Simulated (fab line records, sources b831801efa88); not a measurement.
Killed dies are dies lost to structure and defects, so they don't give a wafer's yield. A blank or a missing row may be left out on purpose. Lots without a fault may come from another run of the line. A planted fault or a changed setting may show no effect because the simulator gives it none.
fab line records | flow gf180mcu
record lots=24 wafers=72 last_day=34
route steps=602 shown V3@445 V4@491 V5@545
lots that met no fault: from a run of the same line without faults
start_h: hours from the record's first day to the start of the lot's first wafer shown | wait_h: hours since the lot's step before | " the same as in the row above | L1.1+2: a row that stands for several wafers | - no value, or no start given | * or withheld: withheld | < > ~ a bound
route shown NAME@n: a module of which the file shows steps, and the number in the route of the first | usual: mean/standard deviation of fault-free wafers | same: alike in all rows | chamber/n: place in a boat | sites: the reading at each site | _std_site: their standard deviation | _edge_site: outer sites' mean less inner sites' | radius_mm: how far each site lies from the wafer's centre | mask NAME#n: copy n | behind: the tool/chamber that last shaped the wafer | hold: why the lot was held/for how many hours/how that ended | device: the transistor (n, p or np) that didn't switch | end of line: the same wafers' tests at the end of the route | a step without rows: its recipe alone | killed: dies lost to structure and defects at the first sort, not the wafer's yield | map: a wafer's dies, x killed, . not, _ none there
set.NAME: the setting as run; set.NAME@STEP: as run at that earlier step | model.NAME: the simulator's own value behind a step, which no gauge read
steps of the route over a sample of lots; a table a step, a row a wafer
services: from which hour (start_h, from the record's first day; less than 0 if before it) a tool's chamber was out of use, for how many hours, and why
## steps
# step GF_V3_ETCH_16
# recipe chemistry=N2/H2 target_depth_a=withheld overetch_a=withheld time_s=withheld target=BARC ion_energy_ev=200 source_w=500 bias_w=100 pressure_mtorr=30 n2_flow_sccm=100 h2_flow_sccm=200
# usual drypump_motor_current_A=5.8/0.54 oes_product_au=0.855/0.0051 throttle_valve_pct=13.223/0.0098
# columns lot.wafer tool chamber start_h wait_h drypump_motor_current_A oes_product_au throttle_valve_pct
L074.4 rie_diel-02 1 505.89 0.0 5.6 0.856 13.229
L074.5 " 2 " " 5.2 0.855 13.216
L074.6 " 1 " " 5.6 0.846 13.218
L075.4 rie_diel-02 1 521.56 0.0 5.5 0.865 13.236
L075.5 " 3 " " 6.5 0.858 13.240
L075.6 " 0 " " 5.6 0.856 13.220
L076.2 rie_diel-03 0 531.10 0.0 6.4 0.858 13.208
L076.3 " 3 " " 6.5 0.862 13.212
L076.4 " 1 " " 6.1 0.857 13.238
L077.1 rie_diel-02 1 535.19 0.0 5.6 0.848 13.251
L077.2 " 3 " " 6.5 0.860 13.215
L077.6 " 2 " " 5.2 0.856 13.215
L078.1 rie_diel-04 2 550.90 0.0 5.6 0.850 13.238
L078.4 " 0 " " 5.5 0.864 13.229
L078.5 " 1 " " 5.9 0.854 13.220
L079.2 rie_diel-04 2 557.51 0.0 5.7 0.854 13.229
L079.4 " 3 " " 4.7 0.859 13.221
L079.6 " 1 " " 5.8 0.851 13.220
L080.1 rie_diel-03 3 561.55 0.0 6.5 0.849 13.229
L080.4 " 1 " " 6.1 0.855 13.223
L080.6 " 1 " " 6.1 0.852 13.227
L081.3 rie_diel-03 3 581.66 0.0 6.5 0.855 13.220
L081.5 " 0 " " 6.4 0.855 13.223
L081.6 " 1 " " 6.1 0.851 13.224
L082.2 rie_diel-02 1 582.01 0.0 5.6 0.856 13.228
L082.5 " 0 " " 5.6 0.852 13.239
L082.6 " 1 " " 5.6 0.854 13.230
L083.1 rie_diel-04 1 586.66 0.0 5.8 0.861 13.226
L083.3 " 0 " " 5.5 0.855 13.214
L083.4 " 2 " " 5.7 0.852 13.230
L084.1 rie_diel-02 3 601.29 0.0 6.5 0.855 13.234
L084.3 " 2 " " 5.2 0.863 13.231
L084.5 " 3 " " 6.5 0.853 13.221
L085.3 rie_diel-04 0 608.16 0.0 5.5 0.853 13.214
L085.5 " 3 " " 4.7 0.853 13.212
L085.6 " 2 " " 5.7 0.852 13.220
L086.1 rie_diel-04 2 615.31 0.0 5.6 0.856 13.224
L086.4 " 3 " " 4.7 0.859 13.220
L086.6 " 2 " " 5.6 0.854 13.202
L087.1 rie_diel-02 1 621.89 0.0 5.6 0.861 13.223
L087.2 " 0 " " 5.6 0.858 13.222
L087.4 " 0 " " 5.6 0.854 13.232
L088.2 rie_diel-02 0 631.60 0.0 5.6 0.865 13.232
L088.3 " 1 " " 5.6 0.859 13.228
L088.5 " 0 " " 5.6 0.850 13.214
L089.2 rie_diel-04 3 638.59 0.0 4.7 0.848 13.221
L089.3 " 1 " " 5.8 0.848 13.220
L089.4 " 3 " " 4.7 0.857 13.231
L090.2 rie_diel-03 2 642.46 0.0 5.5 0.860 13.238
L090.5 " 0 " " 6.5 0.856 13.241
L090.6 " 3 " " 6.5 0.852 13.204
L091.2 rie_diel-02 1 651.35 0.0 5.6 0.856 13.211
L091.4 " 1 " " 5.6 0.857 13.229
L091.5 " 2 " " 5.3 0.852 13.224
L092.4 rie_diel-04 2 656.26 0.0 5.7 0.854 13.222
L092.5 " 3 " " 4.7 0.857 13.239
L092.6 " 0 " " 5.5 0.850 13.223
L093.3 rie_diel-04 0 662.61 0.0 5.5 0.861 13.222
L093.5 " 2 " " 5.7 0.856 13.232
L093.6 " 3 " " 4.7 0.855 13.211
L094.1 rie_diel-03 1 667.85 0.0 6.1 0.851 13.206
L094.2 " 3 " " 6.6 0.865 13.236
L094.6 " 1 " " 6.1 0.845 13.213
L095.1 rie_diel-03 3 676.54 0.0 6.5 0.863 13.224
L095.2 " 0 " " 6.4 0.858 13.228
L095.3 " 2 " " 5.6 0.853 13.218
L096.2 rie_diel-04 2 684.99 0.0 5.7 0.856 13.221
L096.3 " 3 " " 4.7 0.863 13.239
L096.4 " 1 " " 5.8 0.857 13.218
L097.1 rie_diel-03 3 690.46 0.0 6.5 0.852 13.234
L097.5 " 2 " " 5.6 0.859 13.233
L097.6 " 3 " " 6.5 0.853 13.231
# step GF_V4_OVL_MEAS_15
# usual V4_OVL=0/6.4
# columns lot.wafer tool chamber start_h wait_h V4_OVL[nm]
L074.4 overlay-01 - 556.77 0.1 -10
L074.5 " - " " -7
L074.6 " - " " -6
L075.4 overlay-01 - 570.38 0.1 4
L075.5 " - " " -3
L075.6 " - " " 3
L076.2 overlay-02 - 580.17 0.1 1
L076.3 " - " " 0
L076.4 " - " " -1
L077.1 overlay-01 - 584.24 0.1 -1
L077.2 " - " " 7
L077.6 " - " " 9
L078.1 overlay-01 - 596.60 0.1 4
L078.4 " - " " -6
L078.5 " - " " 2
L079.2 overlay-02 - 603.50 0.1 4
L079.4 " - " " 3
L079.6 " - " " 4
L080.1 overlay-01 - 607.65 0.1 -2
L080.4 " - " " -1
L080.6 " - " " -3
L081.3 overlay-01 - 626.02 0.1 -7
L081.5 " - " " -1
L081.6 " - " " 2
L082.2 overlay-01 - 626.97 0.1 -9
L082.5 " - " " -1
L082.6 " - " " -6
L083.1 overlay-02 - 630.56 0.1 1
L083.3 " - " " 6
L083.4 " - " " -7
L084.1 overlay-02 - 645.30 0.1 7
L084.3 " - " " -1
L084.5 " - " " -1
L085.3 overlay-01 - 651.97 0.1 14
L085.5 " - " " 8
L085.6 " - " " -4
L086.1 overlay-01 - 658.16 0.1 9
L086.4 " - " " 2
L086.6 " - " " 0
L087.1 overlay-02 - 665.05 0.1 2
L087.2 " - " " -5
L087.4 " - " " -11
L088.2 overlay-01 - 674.50 0.1 9
L088.3 " - " " 0
L088.5 " - " " -2
L089.2 overlay-02 - 680.47 0.1 5
L089.3 " - " " 1
L089.4 " - " " 2
L090.2 overlay-02 - 684.52 0.1 -7
L090.5 " - " " -4
L090.6 " - " " 2
L091.2 overlay-01 - 693.51 0.1 15
L091.4 " - " " 10
L091.5 " - " " 5
L092.4 overlay-02 - 697.68 0.1 11
L092.5 " - " " -7
L092.6 " - " " 0
L093.3 overlay-01 - 702.61 0.1 -3
L093.5 " - " " 4
L093.6 " - " " 15
L094.1 overlay-02 - 708.84 0.1 -3
L094.2 " - " " 0
L094.6 " - " " 6
L095.1 overlay-01 - 716.89 0.1 -6
L095.2 " - " " 1
L095.3 " - " " -1
L096.2 overlay-02 - 724.15 0.1 -8
L096.3 " - " " -7
L096.4 " - " " -12
L097.1 overlay-01 - 730.15 0.1 4
L097.5 " - " " 2
L097.6 " - " " 12
# step GF_V4_RS_MEAS_24
# recipe thk_meas_gauge=four-point-probe reads=W_of_V4_CVD_23+TiN_of_V4_SPUTTER_22+Ti_of_V4_SPUTTER_21
# usual V4_W_RS=0.325/0.0038
# columns lot.wafer tool chamber start_h wait_h V4_W_RS[ohm/sq]
L074.4 film_metro-02 - 558.07 0.1 0.322
L074.5 " - " " 0.322
L074.6 " - " " 0.327
L075.4 film_metro-02 - 571.33 0.1 0.322
L075.5 " - " " 0.326
L075.6 " - " " 0.326
L076.2 film_metro-01 - 581.12 0.1 0.319
L076.3 " - " " 0.318
L076.4 " - " " 0.327
L077.1 film_metro-01 - 585.26 0.1 0.328
L077.2 " - " " 0.330
L077.6 " - " " 0.331
L078.1 film_metro-01 - 597.86 0.1 0.328
L078.4 " - " " 0.332
L078.5 " - " " 0.324
L079.2 film_metro-03 - 604.52 0.1 0.321
L079.4 " - " " 0.319
L079.6 " - " " 0.314
L080.1 film_metro-02 - 608.57 0.1 0.328
L080.4 " - " " 0.332
L080.6 " - " " 0.327
L081.3 film_metro-02 - 626.96 0.1 0.329
L081.5 " - " " 0.323
L081.6 " - " " 0.326
L082.2 film_metro-02 - 627.89 0.1 0.326
L082.5 " - " " 0.323
L082.6 " - " " 0.327
L083.1 film_metro-02 - 631.47 0.1 0.327
L083.3 " - " " 0.331
L083.4 " - " " 0.330
L084.1 film_metro-01 - 646.24 0.1 0.331
L084.3 " - " " 0.332
L084.5 " - " " 0.322
L085.3 film_metro-01 - 652.91 0.1 0.326
L085.5 " - " " 0.327
L085.6 " - " " 0.326
L086.1 film_metro-01 - 659.07 0.1 0.327
L086.4 " - " " 0.327
L086.6 " - " " 0.318
L087.1 film_metro-02 - 666.09 0.1 0.319
L087.2 " - " " 0.325
L087.4 " - " " 0.318
L088.2 film_metro-01 - 675.46 0.1 0.325
L088.3 " - " " 0.323
L088.5 " - " " 0.325
L089.2 film_metro-01 - 681.39 0.1 0.323
L089.3 " - " " 0.325
L089.4 " - " " 0.327
L090.2 film_metro-01 - 685.44 0.1 0.327
L090.5 " - " " 0.319
L090.6 " - " " 0.320
L091.2 film_metro-03 - 694.43 0.1 0.329
L091.4 " - " " 0.320
L091.5 " - " " 0.324
L092.4 film_metro-02 - 698.63 0.1 0.326
L092.5 " - " " 0.325
L092.6 " - " " 0.320
L093.3 film_metro-02 - 703.55 0.1 0.321
L093.5 " - " " 0.324
L093.6 " - " " 0.335
L094.1 film_metro-03 - 709.75 0.1 0.323
L094.2 " - " " 0.319
L094.6 " - " " 0.326
L095.1 film_metro-03 - 718.15 0.1 0.323
L095.2 " - " " 0.327
L095.3 " - " " 0.323
L096.2 film_metro-01 - 725.07 0.1 0.324
L096.3 " - " " 0.324
L096.4 " - " " 0.322
L097.1 film_metro-03 - 731.07 0.1 0.326
L097.5 " - " " 0.326
L097.6 " - " " 0.325
# step GF_V5_BOW_MEAS_05
# recipe mode=bow
# usual V5_BOW=132/9.9
# columns lot.wafer tool chamber start_h wait_h V5_BOW[um]
L074.4 film_metro-04 - 604.48 0.3 120
L074.5 " - " " 125
L074.6 " - " " 134
L075.4 film_metro-02 - 616.25 0.3 128
L075.5 " - " " 132
L075.6 " - " " 138
L076.2 film_metro-04 - 624.86 0.2 134
L076.3 " - " " 149
L076.4 " - " " 143
L077.1 film_metro-01 - 629.26 0.1 149
L077.2 " - " " 152
L077.6 " - " " 155
L078.1 film_metro-02 - 641.24 0.1 130
L078.4 " - " " 120
L078.5 " - " " 127
L079.2 film_metro-02 - 648.21 0.2 129
L079.4 " - " " 114
L079.6 " - " " 114
L080.1 film_metro-02 - 651.28 0.1 136
L080.4 " - " " 145
L080.6 " - " " 142
L081.3 film_metro-04 - 669.50 0.3 121
L081.5 " - " " 114
L081.6 " - " " 137
L082.2 film_metro-04 - 670.20 0.1 121
L082.5 " - " " 132
L082.6 " - " " 114
L083.1 film_metro-01 - 674.38 0.2 133
L083.3 " - " " 144
L083.4 " - " " 137
L084.1 film_metro-04 - 687.04 0.2 125
L084.3 " - " " 122
L084.5 " - " " 118
L085.3 film_metro-01 - 694.34 0.2 120
L085.5 " - " " 125
L085.6 " - " " 130
L086.1 film_metro-02 - 699.35 0.2 135
L086.4 " - " " 125
L086.6 " - " " 135
L087.1 film_metro-04 - 705.33 0.1 122
L087.2 " - " " 129
L087.4 " - " " 120
L088.2 film_metro-02 - 715.56 0.3 127
L088.3 " - " " 127
L088.5 " - " " 122
L089.2 film_metro-01 - 720.55 0.2 137
L089.3 " - " " 127
L089.4 " - " " 115
L090.2 film_metro-04 - 724.20 0.1 136
L090.5 " - " " 143
L090.6 " - " " 127
L091.2 film_metro-01 - 733.05 0.2 144
L091.4 " - " " 131
L091.5 " - " " 147
L092.4 film_metro-01 - 737.70 0.3 142
L092.5 " - " " 148
L092.6 " - " " 148
L093.3 film_metro-02 - 741.23 0.1 144
L093.5 " - " " 142
L093.6 " - " " 138
L094.1 film_metro-04 - 746.92 0.2 132
L094.2 " - " " 137
L094.6 " - " " 136
L095.1 film_metro-01 - 756.87 0.1 139
L095.2 " - " " 136
L095.3 " - " " 141
L096.2 film_metro-02 - 761.39 0.2 123
L096.3 " - " " 122
L096.4 " - " " 136
L097.1 film_metro-02 - 766.17 0.2 125
L097.5 " - " " 136
L097.6 " - " " 119
# step GF_V5_SPUTTER_21
# recipe material=Ti target_thk_nm=15 chamber_pressure_pa=5 power_w=2500 substrate_temp_c=200 time_s=80.02
# usual cathode_dc_power_W=2499.9/0.48 throttle_valve_pct=29.9/1
# columns lot.wafer tool chamber start_h wait_h cathode_dc_power_W throttle_valve_pct
L074.4 pvd_sputter-01 - 625.83 0.0 2499.5 28.8
L074.5 " - " " 2499.4 28.5
L074.6 " - " " 2500.0 29.7
L075.4 pvd_sputter-02 - 637.36 0.0 2500.2 31.4
L075.5 " - " " 2500.4 29.7
L075.6 " - " " 2500.5 31.2
L076.2 pvd_sputter-03 - 645.94 0.0 2500.6 28.5
L076.3 " - " " 2499.8 31.6
L076.4 " - " " 2500.0 30.4
L077.1 pvd_sputter-03 - 650.29 0.0 2500.0 31.9
L077.2 " - " " 2499.9 30.0
L077.6 " - " " 2499.7 30.3
L078.1 pvd_sputter-01 - 662.32 0.0 2499.6 28.7
L078.4 " - " " 2499.7 29.9
L078.5 " - " " 2500.2 29.7
L079.2 pvd_sputter-03 - 669.19 0.0 2499.7 30.5
L079.4 " - " " 2499.5 31.3
L079.6 " - " " 2500.3 30.4
L080.1 pvd_sputter-02 - 671.98 0.0 2500.4 31.4
L080.4 " - " " 2499.8 29.6
L080.6 " - " " 2500.7 29.4
L081.3 pvd_sputter-03 - 689.76 0.0 2499.8 28.9
L081.5 " - " " 2501.0 32.0
L081.6 " - " " 2499.6 28.3
L082.2 pvd_sputter-02 - 690.18 0.0 2499.8 29.4
L082.5 " - " " 2499.8 29.6
L082.6 " - " " 2499.4 29.4
L083.1 pvd_sputter-03 - 694.22 0.0 2499.1 29.7
L083.3 " - " " 2499.7 28.7
L083.4 " - " " 2499.8 31.7
L084.1 pvd_sputter-03 - 706.31 0.0 2499.4 29.7
L084.3 " - " " 2500.1 31.8
L084.5 " - " " 2499.3 29.7
L085.3 pvd_sputter-03 - 713.17 0.0 2500.3 30.1
L085.5 " - " " 2499.6 31.5
L085.6 " - " " 2499.4 29.9
L086.1 pvd_sputter-01 - 718.08 0.0 2499.5 29.9
L086.4 " - " " 2499.4 29.6
L086.6 " - " " 2500.0 29.8
L087.1 pvd_sputter-03 - 723.97 0.0 2499.7 28.6
L087.2 " - " " 2499.9 31.6
L087.4 " - " " 2499.7 30.4
L088.2 pvd_sputter-01 - 733.70 0.0 2499.7 28.7
L088.3 " - " " 2499.8 29.9
L088.5 " - " " 2499.3 28.5
L089.2 pvd_sputter-01 - 739.29 0.0 2500.4 30.1
L089.3 " - " " 2499.4 30.2
L089.4 " - " " 2499.6 28.7
L090.2 pvd_sputter-03 - 742.77 0.0 2500.9 28.8
L090.5 " - " " 2499.8 28.8
L090.6 " - " " 2500.9 31.8
L091.2 pvd_sputter-03 - 751.02 0.0 2499.8 30.4
L091.4 " - " " 2499.9 29.7
L091.5 " - " " 2499.2 28.7
L092.4 pvd_sputter-03 - 755.13 0.0 2500.1 29.8
L092.5 " - " " 2500.4 29.7
L092.6 " - " " 2499.5 31.6
L093.3 pvd_sputter-02 - 758.71 0.0 2499.2 29.4
L093.5 " - " " 2499.2 29.8
L093.6 " - " " 2500.1 31.4
L094.1 pvd_sputter-02 - 762.87 0.0 2500.8 29.4
L094.2 " - " " 2499.6 31.6
L094.6 " - " " 2499.9 31.5
L095.1 pvd_sputter-02 - 773.05 0.0 2499.9 29.7
L095.2 " - " " 2499.6 29.9
L095.3 " - " " 2499.9 31.4
L096.2 pvd_sputter-03 - 777.88 0.0 2498.9 31.5
L096.3 " - " " 2500.6 30.0
L096.4 " - " " 2500.3 28.8
L097.1 pvd_sputter-03 - 782.22 0.0 2500.0 29.8
L097.5 " - " " 2499.2 30.2
L097.6 " - " " 2500.1 30.3
# step GF_V5_THK_MEAS_25
# recipe thk_meas_gauge=xrf reads=W_of_V5_CVD_23
# usual V5_W_THK=360/5.4
# columns lot.wafer tool chamber start_h wait_h V5_W_THK[nm]
L074.4 film_metro-01 - 626.19 0.1 359
L074.5 " - " " 368
L074.6 " - " " 354
L075.4 film_metro-01 - 637.72 0.1 357
L075.5 " - " " 364
L075.6 " - " " 362
L076.2 film_metro-04 - 646.28 0.1 361
L076.3 " - " " 354
L076.4 " - " " 358
L077.1 film_metro-04 - 650.62 0.1 355
L077.2 " - " " 365
L077.6 " - " " 363
L078.1 film_metro-02 - 662.66 0.1 363
L078.4 " - " " 350
L078.5 " - " " 352
L079.2 film_metro-01 - 669.53 0.1 361
L079.4 " - " " 360
L079.6 " - " " 365
L080.1 film_metro-02 - 672.32 0.1 363
L080.4 " - " " 367
L080.6 " - " " 361
L081.3 film_metro-01 - 690.11 0.1 360
L081.5 " - " " 358
L081.6 " - " " 367
L082.2 film_metro-04 - 690.52 0.1 366
L082.5 " - " " 356
L082.6 " - " " 368
L083.1 film_metro-02 - 694.56 0.1 358
L083.3 " - " " 355
L083.4 " - " " 358
L084.1 film_metro-04 - 706.64 0.1 362
L084.3 " - " " 358
L084.5 " - " " 362
L085.3 film_metro-04 - 713.53 0.1 361
L085.5 " - " " 355
L085.6 " - " " 361
L086.1 film_metro-02 - 718.42 0.1 367
L086.4 " - " " 353
L086.6 " - " " 368
L087.1 film_metro-02 - 724.31 0.1 376
L087.2 " - " " 361
L087.4 " - " " 365
L088.2 film_metro-02 - 734.04 0.1 362
L088.3 " - " " 354
L088.5 " - " " 354
L089.2 film_metro-04 - 739.63 0.1 353
L089.3 " - " " 355
L089.4 " - " " 359
L090.2 film_metro-04 - 743.12 0.1 359
L090.5 " - " " 357
L090.6 " - " " 352
L091.2 film_metro-02 - 751.37 0.1 351
L091.4 " - " " 354
L091.5 " - " " 357
L092.4 film_metro-01 - 755.49 0.1 364
L092.5 " - " " 356
L092.6 " - " " 372
L093.3 film_metro-02 - 759.07 0.1 352
L093.5 " - " " 356
L093.6 " - " " 353
L094.1 film_metro-02 - 763.21 0.1 354
L094.2 " - " " 361
L094.6 " - " " 363
L095.1 film_metro-01 - 773.39 0.1 369
L095.2 " - " " 364
L095.3 " - " " 372
L096.2 film_metro-01 - 778.22 0.1 364
L096.3 " - " " 359
L096.4 " - " " 364
L097.1 film_metro-04 - 782.56 0.1 371
L097.5 " - " " 365
L097.6 " - " " 361
## services
# columns tool chamber start_h hours kind
pvd_sputter-01 - 486.16 3.1 repair
rie_diel-04 1 491.78 3.8 repair
rie_diel-03 - 497.79 2.8 pm
rie_diel-04 - 499.28 0.5 repair
pvd_sputter-03 - 528.77 2.3 repair
rie_diel-03 3 549.85 8.9 repair
rie_diel-02 2 549.95 2.7 repair
rie_diel-02 3 551.45 3.5 repair
rie_diel-03 - 579.30 0.4 repair
rie_diel-02 - 588.04 2.8 pm
pvd_sputter-02 - 623.42 0.7 repair
rie_diel-03 1 630.18 29.2 repair
rie_diel-04 0 637.81 4.6 repair
rie_diel-04 3 644.32 1.3 repair
rie_diel-02 0 648.75 5.9 repair
rie_diel-02 1 652.70 8.2 repair
rie_diel-03 - 653.03 14.6 pm
pvd_sputter-02 - 654.66 1.7 repair
pvd_sputter-03 2 695.11 - consumable_replace:kit
pvd_sputter-02 - 723.93 13.8 repair
rie_diel-03 3 731.15 6.2 repair
rie_diel-04 - 763.50 2.2 repair
rie_diel-03 3 763.98 14.8 repair
rie_diel-04 0 767.80 7.8 repair
## key
fault none
